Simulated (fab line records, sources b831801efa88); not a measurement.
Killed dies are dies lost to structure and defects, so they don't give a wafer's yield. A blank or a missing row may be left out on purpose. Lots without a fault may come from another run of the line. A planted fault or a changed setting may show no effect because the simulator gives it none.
Chamber matching | flow gf180mcu | GF_V5_CVD_02 on pecvd-03: 3 sister chambers
The step deposits SiO2 from TEOS, target thk 1450 nm, time 163.28 s. 3 wafers are shown with their chamber, then 7 later ones without.

WAFERS WITH THEIR CHAMBER
wafer  | chamber | heater_power_w (W)
L816.3 | 0       | 641
L819.1 | 2       | 519
L819.4 | 1       | 609

WAFERS WITHOUT THEIR CHAMBER
wafer  | heater_power_w (W)
L819.6 | 709
L826.2 | 638
L826.3 | 437
L826.4 | 594
L830.1 | 502
L830.2 | 707
L830.6 | 605

WHICH CHAMBER EACH WENT THROUGH
wafer  | from the rows above          | in truth
L819.6 | can't be placed: 0 or 1      | 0
L826.2 | can't be placed: 0 or 1      | 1
L826.3 | can't be placed: 2 or 1      | 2
L826.4 | can't be placed: 1 or 0 or 2 | 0
L830.1 | can't be placed: 2 or 1      | 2
L830.2 | can't be placed: 0 or 1      | 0
L830.6 | can't be placed: 1 or 0 or 2 | 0
Placed correctly: 0 of 7. Can't be placed from these rows: 7 (the true chamber is among the candidates in 7). Placed wrongly: 0.
How it was worked out, from the rows above alone: a wafer's distance from a chamber is the root of the sum, over the readings, of the square of ((its reading less the chamber's mean) divided by the reading's scatter). The wafer belongs to the nearest chamber; if the next one is less than 2 further off, it can't be placed. A chamber's mean is the mean of its shown wafers. The scatter: with one shown wafer a chamber, the root of the mean of the squares of how far each hidden wafer lies from its nearest shown one.
